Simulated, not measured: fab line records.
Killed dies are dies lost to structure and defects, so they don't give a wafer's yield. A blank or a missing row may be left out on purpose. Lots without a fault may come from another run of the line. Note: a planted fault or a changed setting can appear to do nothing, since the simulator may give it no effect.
Shared-tool check + flow sky130 + Sample size 13 lots and 39 wafers

== WHAT PROMPTED THE OPENING ==
At SKY_VT_ADJUST_NCORE_TW_MEAS_11 the reading VT_ADJUST_NCORE_TW is flagged on 2 of 13 lots. Wafers without a fault read 220.7, standard deviation 1.1.
Rule: a lot is flagged in two cases, either no wafer of it has a number, or all its wafers with numbers fall more than 4 standard deviations from that mean. The other lots count as sound.

| lot  | measured     | on            | VT_ADJUST_NCORE_TW, wafer by wafer | flag    |
|------|--------------|---------------|------------------------------------|---------|
| L496 | day 8 23:58  | film_metro-01 | 221.6 221.3 222.0                  |         |
| L498 | day 9 12:13  | film_metro-03 | 221.2 220.2 221.3                  |         |
| L499 | day 9 20:55  | film_metro-02 | 220.3 221.0 220.5                  |         |
| L500 | day 10 11:07 | film_metro-01 | 218.7 218.4 220.6                  |         |
| L501 | day 10 16:09 | film_metro-03 | 220.5 221.0 219.8                  |         |
| L505 | day 11 21:03 | film_metro-03 | 222.3 221.8 221.8                  |         |
| L506 | day 12 04:36 | film_metro-01 | 220.1 221.9 221.6                  |         |
| L509 | day 13 07:10 | film_metro-03 | 229.7 229.4 229.3                  | FLAGGED |
| L512 | day 14 01:10 | film_metro-02 | 221.4 221.9 221.7                  |         |
| L513 | day 14 10:54 | film_metro-03 | 228.0 226.6 227.7                  | FLAGGED |
| L514 | day 14 16:31 | film_metro-03 | 219.8 220.5 219.8                  |         |
| L516 | day 15 02:15 | film_metro-01 | 219.2 218.9 219.5                  |         |
| L517 | day 16 00:06 | film_metro-01 | 219.1 219.2 217.5                  |         |
On average the flagged lots' numbers are 228.4, which is +7.8 against the usual, or +7 standard deviations.

== WHICH TOOL RAN EACH LOT ==
The record keeps 1 process step preceding the reading, out of 708 steps on the route. Read each cell as the tool, then ch plus the chambers that the sampled wafers visited, then the start.
| lot  | flag    | SKY_VT_ADJUST_NCORE_IMPLANT_09  |
|------|---------|---------------------------------|
| L496 |         | implanter-04 ch 0, day 8 23:43  |
| L498 |         | implanter-02 ch 0, day 9 11:59  |
| L499 |         | implanter-04 ch 0, day 9 20:41  |
| L500 |         | implanter-04 ch 0, day 10 10:53 |
| L501 |         | implanter-04 ch 0, day 10 15:54 |
| L505 |         | implanter-02 ch 0, day 11 20:48 |
| L506 |         | implanter-02 ch 0, day 12 04:21 |
| L509 | FLAGGED | implanter-04 ch 0, day 13 06:55 |
| L512 |         | implanter-03 ch 0, day 14 00:56 |
| L513 | FLAGGED | implanter-04 ch 0, day 14 10:39 |
| L514 |         | implanter-02 ch 0, day 14 16:16 |
| L516 |         | implanter-02 ch 0, day 15 02:00 |
| L517 |         | implanter-02 ch 0, day 15 23:51 |
These steps, and what they do:
- SKY_VT_ADJUST_NCORE_IMPLANT_09
- SKY_VT_ADJUST_NCORE_TW_MEAS_11

== FLAGGED AGAINST TOTAL, ONE TOOL AT A TIME (gauges that did the reading follow at the end) ==
| step                           | tool          | lots run | flagged | share of the flagged lots | sound lots run after its first flagged lot |
|--------------------------------|---------------|----------|---------|---------------------------|--------------------------------------------|
| SKY_VT_ADJUST_NCORE_IMPLANT_09 | implanter-02  | 6        | 0       | none                      | -                                          |
| SKY_VT_ADJUST_NCORE_IMPLANT_09 | implanter-03  | 1        | 0       | none                      | -                                          |
| SKY_VT_ADJUST_NCORE_IMPLANT_09 | implanter-04  | 6        | 2       | all                       | 0                                          |
| SKY_VT_ADJUST_NCORE_TW_MEAS_11 | film_metro-01 | 5        | 0       | none                      | -                                          |
| SKY_VT_ADJUST_NCORE_TW_MEAS_11 | film_metro-02 | 2        | 0       | none                      | -                                          |
| SKY_VT_ADJUST_NCORE_TW_MEAS_11 | film_metro-03 | 6        | 2       | all                       | 1 (L514)                                   |

== THE TABLE: WHAT IT ALLOWS ==
Every flagged lot went through 2 rows of the table: implanter-04 at SKY_VT_ADJUST_NCORE_IMPLANT_09 and film_metro-03 at SKY_VT_ADJUST_NCORE_TW_MEAS_11.
- implanter-04 at SKY_VT_ADJUST_NCORE_IMPLANT_09: 2 of its 6 lots flagged. It ran its last sound lot, L501, at day 10 15:54 and its first flagged lot, L509, at day 13 06:55: a fault with its onset between the two fits. Its own readings (beam_on_s, end_station_pressure_torr, faraday_current_uA) fall more than 4 standard deviations out on all wafers of the flagged lots.
- film_metro-03 at SKY_VT_ADJUST_NCORE_TW_MEAS_11: 2 of its 6 lots flagged. Sound lots ran on it after the first flagged one (L514), which a lasting fault on the whole tool wouldn't allow.
One tool is left: implanter-04 at SKY_VT_ADJUST_NCORE_IMPLANT_09.

== WHAT WAS PUT IN BY THE SIMULATOR ==
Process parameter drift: implanter-04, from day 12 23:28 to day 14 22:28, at SKY_VT_ADJUST_NCORE_IMPLANT_09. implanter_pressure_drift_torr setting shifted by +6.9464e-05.
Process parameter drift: implanter-04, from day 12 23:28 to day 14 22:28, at SKY_VT_ADJUST_NCORE_IMPLANT_09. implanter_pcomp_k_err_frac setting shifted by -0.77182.
Struck lots among those shown: L509, L513. The same result came from the rule above.
